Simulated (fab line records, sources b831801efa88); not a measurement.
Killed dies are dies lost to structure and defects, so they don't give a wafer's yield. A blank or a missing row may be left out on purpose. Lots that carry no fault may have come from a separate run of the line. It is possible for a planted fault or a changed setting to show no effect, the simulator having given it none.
fab line records ; flow sky130
record lots=4; wafers=12; last_day=50
route steps=708 shown METAL4@626 VIA4@639 METAL5@661 PAD_OPEN@708
lots with no fault: from the same line, run without faults
start_h: the number of hours between the record's first day and the start of the first shown wafer of the lot ; wait_h: hours elapsed since this lot's preceding step ; " unchanged from the row above ; L1.1+2: a row that stands for several wafers ; - either no value or no given start ; * or withheld: withheld ; < > ~ a bound
route shown NAME@n: NAME is a module with steps in the file, n the number in the route of the first one ; usual: average and standard deviation across the fault-free wafers ; same: alike in all rows ; chamber/n: place in a boat ; sites: per-site readings ; _std_site: standard deviation of those values ; _edge_site: inner sites' mean taken away from outer sites' mean ; radius_mm: how far each site lies from the wafer's centre ; mask NAME#n: copy n ; behind: the last tool/chamber to shape the wafer ; hold: cause of the lot's hold/its duration in hours/its outcome ; device: transistor that didn't switch, given as n, p or np ; end of line: tests run on the same wafers once the route is complete ; a step with no rows: only its recipe ; killed: dies that structure and defects cost at the first sort, which is not the same as the wafer's yield ; map: the dies of a wafer, with x for killed, . for not killed, _ for no die there
set.NAME: the setting that was run; set.NAME@STEP: the one run at that earlier step ; model.NAME: the simulator's own value behind a step, which no gauge read
lots at selected steps of the route; one table per step, one row per wafer
## steps
# step SKY_METAL4_EXPOSE_10
# recipe mask_id=MM4; na=0.68; source_shape=annular; sigma_inner=0.4; sigma_outer=0.8; target_cd_nm=300; dose_mj=28
# step SKY_METAL4_PEB_11
# recipe peb_temp_c=withheld; peb_time_s=withheld; resist=KrF-thick
# step SKY_METAL4_DEVELOP_12
# recipe develop_time_s=60; resist=KrF-thick; dev_temp_c=21
# step SKY_METAL4_DESCUM_15
# recipe chemistry=O2; source_power_w=150; bias_power_w=0; pressure_mtorr=10; temp_c=40; time_s=8
# step SKY_METAL4_ETCH_16
# recipe chemistry=N2/H2; target=BARC; ion_energy_ev=200; bias_w=100; pressure_mtorr=30; n2_flow_sccm=100; h2_flow_sccm=200; icp_w=500; stop_on=SiO2; time_s=88.2; target_depth_a=600
# step SKY_METAL4_ETCH_17
# recipe target=SiO2; stop_on=TiN; chemistry=C4F8/O2/Ar; source_w=1500; bias_w=1200; pressure_mtorr=40; c4f8_flow_sccm=withheld; O2_flow_sccm=6; Ar_flow_sccm=300; time_s=3.9; target_depth_a=150
# step SKY_METAL4_METAL_ETCH_18
# recipe target_depth_a=8450; stop_on=SiO2; over_etch_frac=0.3; time_s=183.1; chemistry=Cl2/BCl3; resist_sidewall_deg=88; pressure_mtorr=10; icp_w=900; bias_w=48.5; Cl2_flow_sccm=60; bcl3_flow_sccm=30
# step SKY_METAL4_STRIP_19
# recipe chemistry=O2/N2; power_w=1400; pressure_mtorr=1500; platen_temp_c=withheld; o2_flow_sccm=3000; n2_flow_sccm=300; overash_fraction=0.5
# step SKY_METAL4_STRIP_20
# recipe chemistry=post_etch_residue_remover; time_s=1200; temp_c=72.5
# step SKY_METAL4_CLEAN_21
# recipe chemistry=IPA; time_s=180; temp_c=25
# step SKY_METAL4_CLEAN_22
# recipe chemistry=O3/DIW; dry=n2_spin
lot.wafer;tool;chamber;start_h;wait_h
L963.3+5+6;wet_bench-02;3;1055.16;0.0
L972.1+2+3;wet_bench-02;1;1103.19;0.0
L973.1+4+5;wet_bench-02;3;1106.32;0.0
L976.1+2+4;wet_bench-04;1;1126.22;0.0
# step SKY_VIA4_HDPCVD_00
# recipe material=SiO2; target_thk_nm=1750; sigma_open_frac=0.3; time_s=291.7; temp_c=400; sih4_flow_sccm=60; pressure_mtorr=6
# step SKY_VIA4_CMP_02
# recipe material=SiO2; down_force_psi=4; platen_rpm=60; pad_velocity_m_s=0.94248
# step SKY_VIA4_DEHYDRATE_04
# recipe temp_c=200; time_s=60
# step SKY_VIA4_HMDS_05
# recipe prime_time_s=60; prime_temp_c=120
# step SKY_VIA4_COAT_06
# recipe resist=NOVOLAK; spin_rpm=3000; resist_thk_nm=1140
# step SKY_VIA4_SOFTBAKE_07
# recipe temp_c=90; time_s=60; resist=NOVOLAK
# step SKY_VIA4_EXPOSE_08
# recipe mask_id=VIM4; na=0.6; source_shape=conventional; sigma_outer=0.6; polarization=unpolarized; target_cd_nm=800; dose_mj=132
# step SKY_VIA4_PEB_09
# recipe temp_c=withheld; time_s=*; resist=NOVOLAK
# step SKY_VIA4_DEVELOP_10
# recipe resist=NOVOLAK; developer=TMAH; develop_time_s=60; dev_temp_c=23
# step SKY_VIA4_ETCH_12
# recipe target=SiO2; chemistry=C4F8/O2/Ar; stop_on=TiN; mask_material=NOVOLAK; source_w=1500; bias_w=1200; pressure_mtorr=40; c4f8_flow_sccm=withheld; O2_flow_sccm=6; Ar_flow_sccm=300; time_s=withheld; target_depth_a=5800
# step SKY_VIA4_STRIP_13
# recipe chemistry=O2/N2; power_w=1400; pressure_mtorr=1500; platen_temp_c=withheld; o2_flow_sccm=3000; n2_flow_sccm=300; overash_fraction=0.5
# step SKY_VIA4_STRIP_14
# recipe chemistry=post_etch_residue_remover; time_s=1200; temp_c=72.5
# step SKY_VIA4_CLEAN_15
# recipe chemistry=IPA; time_s=180; temp_c=25
# step SKY_VIA4_CLEAN_16
# recipe chemistry=O3/DIW; dry=n2_spin
# step SKY_VIA4_SPUTTER_17
# recipe material=TiN; target_thk_nm=20; chamber_pressure_pa=5; power_w=4000; time_s=80
# step SKY_VIA4_CVD_18
# recipe material=W; target_thk_nm=505; time_s=152.14; temp_c=400; pressure_torr=40
# step SKY_VIA4_CMP_21
# recipe stop_on=SiO2; t_overpolish_s=25; down_force_psi=3.5; platen_rpm=60; target_thk_nm=0; pad_velocity_m_s=0.94248
# step SKY_METAL5_SPUTTER_00
# recipe material=Ti; target_thk_nm=15; power_w=3000; time_s=10; chamber_pressure_pa=0.4
# step SKY_METAL5_SPUTTER_01
# recipe material=TiN; target_thk_nm=20; power_w=6500; time_s=16.7; chamber_pressure_pa=0.4
# step SKY_METAL5_SPUTTER_02
# recipe material=AlCu; target_thk_nm=1150; power_w=10600; time_s=61.2; chamber_pressure_pa=0.4
# step SKY_METAL5_SPUTTER_03
# recipe material=Ti; target_thk_nm=5; power_w=3000; time_s=3.3; chamber_pressure_pa=0.4
# step SKY_METAL5_SPUTTER_04
# recipe material=TiN; target_thk_nm=70; power_w=6500; time_s=58.3; chamber_pressure_pa=0.4
# step SKY_PAD_OPEN_PROBE_99
# usual killed_at_M0_to_M3=44/7.3; killed_at_M4_up=3.4/1.8; killed_at_contacts=24/5.8; killed_at_front_end=15/4.9; killed_at_other=0.4/0.63; killed_dies=86/11; killed_open=47/8; killed_short=39/6.5
# same gross_dies=492; killed_at_back_side=0
lot.wafer;tool;chamber;start_h;wait_h;killed_at_M0_to_M3;killed_at_M4_up;killed_at_contacts;killed_at_front_end;killed_at_other;killed_dies;killed_open;killed_short;model.etest.nfet_16v.r_on_ohm_um;model.etest.tester.sort_n_pass;model.etest.res_pwell_under_gate.rs_ohm_sq;model.etest.tester.sort_yield_pct;model.etest.tester.sort_bin_5_pct;model.etest.pfet_g5v0d10v5.drive_ua_um;model.etest.pfet_16v.drive_ua_um;model.etest.tester.sort_bin_3_pct
L963.3;prober-01;-;1142.19;0.2;35;8;30;26;0;99;52;46;1.38e+04;393;2303;79.88;10.57;347.1;245.1;1.829
L963.5;prober-01;-;1142.29;0.2;30;3;19;15;0;67;39;28;1.382e+04;425;2285;86.38;8.537;346.9;248.3;0.6098
L963.6;prober-01;-;1142.34;0.2;35;3;15;16;0;69;32;37;1.376e+04;423;2282;85.98;8.333;347.9;245.9;1.016
L972.1;prober-02;-;1182.31;0.1;35;41;15;23;0;114;39;37;1.403e+04;378;2260;76.83;15.04;339.1;242.1;2.033
L972.2;prober-02;-;1182.36;0.1;41;40;17;17;1;116;47;34;1.393e+04;376;2277;76.42;16.26;338.7;243;1.829
L972.3;prober-02;-;1182.41;0.2;32;43;11;16;0;102;29;33;1.396e+04;390;2263;79.27;13.01;338.1;242.7;2.236
L973.1;prober-01;-;1185.10;0.1;33;46;29;11;1;120;40;35;1.357e+04;-;2322;-;-;338.6;245;-
L973.4;prober-01;-;1185.25;0.2;43;45;23;18;0;129;41;45;1.36e+04;-;2303;-;-;342.4;244.8;-
L973.5;prober-01;-;1185.30;0.2;34;39;18;19;0;110;39;32;1.355e+04;-;2328;-;-;337.2;243;-
L976.1;prober-01;-;1200.56;0.1;34;5;27;19;0;85;39;46;1.409e+04;407;2272;82.72;10.16;334.4;242.6;0.813
L976.2;prober-01;-;1200.61;0.1;33;3;24;14;0;74;38;36;1.402e+04;418;2278;84.96;7.724;340.1;245.3;0.6098
L976.4;prober-01;-;1200.71;0.2;49;2;28;12;0;91;50;41;1.415e+04;401;2291;81.5;10.37;339.5;247;1.016
# killed by level:class
L963.3 CONTACT:geometric_particle:open=14 METAL2:geometric_particle:short=11 POLY_GATE:geometric_particle:open=8 VIA1:geometric_particle:open=8 FIELD_ISO:geometric_particle:short=6 POLY_GATE:geometric_particle:short=6 LI_CONTACT:geometric_particle:open=6 CONTACT:geometric_particle:short=6
L963.5 VIA3:geometric_particle:open=7 CONTACT:geometric_particle:open=6 FIELD_ISO:geometric_particle:open=5 POLY_GATE:geometric_particle:short=4 LI_CONTACT:geometric_particle:open=4 CONTACT:geometric_particle:short=4 VIA1:geometric_particle:open=4 METAL3:geometric_particle:short=4
L963.6 VIA1:geometric_particle:open=12 POLY_GATE:geometric_particle:short=7 VIA1:geometric_particle:short=5 CONTACT:geometric_particle:open=4 METAL1:geometric_particle:short=4 VIA2:geometric_particle:open=4 LOCAL_INTERCONNECT:geometric_particle:short=3 LI_CONTACT:geometric_particle:open=3
L972.1 METAL4:unspecified=38 POLY_GATE:geometric_particle:short=9 VIA1:geometric_particle:open=8 CONTACT:geometric_particle:open=6 FIELD_ISO:geometric_particle:open=5 FIELD_ISO:geometric_particle:short=5 METAL1:geometric_particle:short=5 VIA3:geometric_particle:open=5
L972.2 METAL4:unspecified=35 VIA1:geometric_particle:open=13 CONTACT:geometric_particle:open=8 POLY_GATE:geometric_particle:open=6 VIA1:geometric_particle:short=6 VIA2:geometric_particle:open=5 POLY_GATE:geometric_particle:short=4 CONTACT:geometric_particle:short=4
L972.3 METAL4:unspecified=40 METAL1:geometric_particle:short=8 VIA1:geometric_particle:short=5 FIELD_ISO:geometric_particle:open=4 POLY_GATE:geometric_particle:open=4 VIA1:geometric_particle:open=4 POLY_GATE:geometric_particle:short=3 CONTACT:geometric_particle:open=3
L973.1 METAL4:unspecified=45 CONTACT:geometric_particle:open=11 VIA1:geometric_particle:open=8 LOCAL_INTERCONNECT:geometric_particle:short=7 VIA3:geometric_particle:open=7 CONTACT:geometric_particle:short=5 LI_CONTACT:geometric_particle:open=5 FIELD_ISO:geometric_particle:open=3
L973.4 METAL4:unspecified=42 VIA2:geometric_particle:open=9 CONTACT:geometric_particle:short=7 VIA1:geometric_particle:open=6 FIELD_ISO:geometric_particle:short=5 LI_CONTACT:geometric_particle:open=5 VIA1:geometric_particle:short=5 FIELD_ISO:geometric_particle:open=4
L973.5 METAL4:unspecified=39 FIELD_ISO:geometric_particle:open=7 VIA1:geometric_particle:open=7 CONTACT:geometric_particle:open=7 VIA1:geometric_particle:short=7 LI_CONTACT:geometric_particle:open=6 FIELD_ISO:geometric_particle:short=4 VIA2:geometric_particle:open=4
L976.1 LOCAL_INTERCONNECT:geometric_particle:short=8 VIA1:geometric_particle:open=7 CONTACT:geometric_particle:open=7 METAL1:geometric_particle:short=7 FIELD_ISO:geometric_particle:short=5 FIELD_ISO:geometric_particle:open=5 LI_CONTACT:geometric_particle:open=5 VIA1:geometric_particle:short=4
L976.2 METAL1:geometric_particle:short=9 LI_CONTACT:geometric_particle:open=8 CONTACT:geometric_particle:open=7 VIA1:geometric_particle:open=6 CONTACT:geometric_particle:short=5 FIELD_ISO:geometric_particle:open=4 FIELD_ISO:geometric_particle:short=3 SPACER:geometric_particle:open=3
L976.4 VIA1:geometric_particle:open=11 LI_CONTACT:geometric_particle:open=10 CONTACT:geometric_particle:open=9 VIA2:geometric_particle:open=7 VIA2:geometric_particle:short=6 VIA3:geometric_particle:short=6 VIA1:geometric_particle:short=5 LOCAL_INTERCONNECT:geometric_particle:short=4
# map L972.2 (x killed, . not)
__________x.....x..._________
________......xx.xxxxx_______
______.x.......x.xxxxxx._____
_____.x.x.x.....xxxxxx.xx____
____.x.....xx...xxxxxxxx..___
___x..x.........xxxxxx.x...__
__.x......x...x.....xx.x..x._
_..x.....x.....x.............
_...x.....x........x..x...x..
_...xxx....x..x..xx.x........
_x...x......x................
_.x...xx.........x...x.......
_.........xx........x....x...
_.............x..............
_xxx.xx..x....x...x..........
__.x....x..x..x..xx..x..x..._
___.......x..x......x..x...__
____...........x..xx......___
_____.x................x.____
______.xxx.x........x..._____
________.......x......_______
__________........x._________
# map L973.4 (x killed, . not)
__________....x....._________
________.xx.x........x_______
______x...xxx...x.x...x._____
_____.......x.......x.xx.____
____....x..............x..___
___.........x.x....x.x....x__
__.....x....x........x.x..x._
_..........x....x..x..x.xx.x.
_.x.x.....x......x......xx...
_.......x.............x......
_..........x..x....x....x..x.
_.....x............xxx......x
_.......x.....x...x..x.xx.x..
_...x.xx......x..x...........
_.......xx.x.x..xx..x.xxx.x..
__....x..x....x.xxxxx......._
___x..........xxxxxx.x..x..__
____.x.......xxxxxxxxxx...___
_____........xxxxxxxxxx..____
______........x.x.xx.x.._____
________...x..xxxxxx.._______
__________..x...x..x_________
## key
first_sign step=SKY_PAD_OPEN_PROBE_99; reading=killed_at_M4_up; direction=up; sigmas=22; usual=3.4; struck=42.3
effect step=SKY_PAD_OPEN_PROBE_99; reading=killed_dies; direction=up; sigmas=2.7; usual=86; struck=115
model_effect step=SKY_PAD_OPEN_PROBE_99; value=etest.nfet_16v.r_on_ohm_um; without=1.403e+04; struck=1.377e+04
met_at SKY_METAL4_CLEAN_22
struck_wafers L972.1,L972.2,L972.3,L973.1,L973.4,L973.5
tester_left_out L973
onset_between 1055.16 1103.19
earlier_fault kind=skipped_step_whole; tool=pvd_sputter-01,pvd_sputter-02; chamber=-; onset_h=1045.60; steps=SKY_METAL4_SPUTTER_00; scope=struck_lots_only
earlier_fault kind=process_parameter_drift; tool=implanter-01; chamber=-; onset_h=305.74; steps=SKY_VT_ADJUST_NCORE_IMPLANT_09; channel=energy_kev; offset=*; shape=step; end_h=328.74; acts_in=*; stated=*
fault kind=chamber_particle_source; tool=wet_bench-02; chamber=-; onset_h=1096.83; steps=SKY_METAL4_CLEAN_22; rate_per_visit_cm2=0.41541
# tester_left_out: of these lots the tester's yield and bins aren't shown, on N5 and GAA mostly nor the transistor test; their killed dies are dies lost to structure and defects alone, not to doping, threshold or leakage, so they don't give the yield
